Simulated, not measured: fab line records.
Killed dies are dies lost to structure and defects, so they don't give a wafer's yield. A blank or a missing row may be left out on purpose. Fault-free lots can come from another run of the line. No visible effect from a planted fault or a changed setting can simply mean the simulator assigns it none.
Which tool is to blame? | flow gf180mcu | 7 lots, 21 wafers sampled, at 1 step of a route of 602

== WHAT THE GAUGES SHOWED, per wafer ==
GF_M2_CD_MEAS_14 targets a cd of 280 nm.
lot  | measured     | on        | cd_nm (nm)
L541 | day 20 00:46 | cd_sem-01 | 281.3 281.1 280.8
L543 | day 20 22:07 | cd_sem-01 | 281.4 280.7 280.4
L546 | day 22 04:29 | cd_sem-02 | 279.6 278.2 278.9
L553 | day 24 08:46 | cd_sem-01 | 280.1 280.0 280.9
L555 | day 25 05:46 | cd_sem-02 | 282.4 283.0 283.3
L559 | day 26 09:23 | cd_sem-01 | 282.0 282.3 280.6
L562 | day 27 03:25 | cd_sem-02 | 279.3 278.1 277.5

== WHICH TOOL RAN EACH LOT (tool, then ch and the chambers of the sampled wafers, then the start) ==
Record: no process step prior to these readings.

== THE ANSWER, worked out from the rows above alone ==
Rule: usual is defined by the lots themselves. Put in order of their means at a reading, lots are off if they are a third of the lots or fewer, leave a main group of 4 or more, and stand apart from it by a gap of 3 or more times the standard deviation of the main group's means; of several such gaps the widest counts. Not used: any main group whose means are identical at the precision the tables above print for the reading. A lot without any number at a reading at which 4 lots or more have one is off too. Where the step has rows for the other lots, those lots are counted as sound.
Across all readings shown, no lot is off: no conclusion can be drawn from this.

== WHAT THE SIMULATOR HAD INSERTED ==
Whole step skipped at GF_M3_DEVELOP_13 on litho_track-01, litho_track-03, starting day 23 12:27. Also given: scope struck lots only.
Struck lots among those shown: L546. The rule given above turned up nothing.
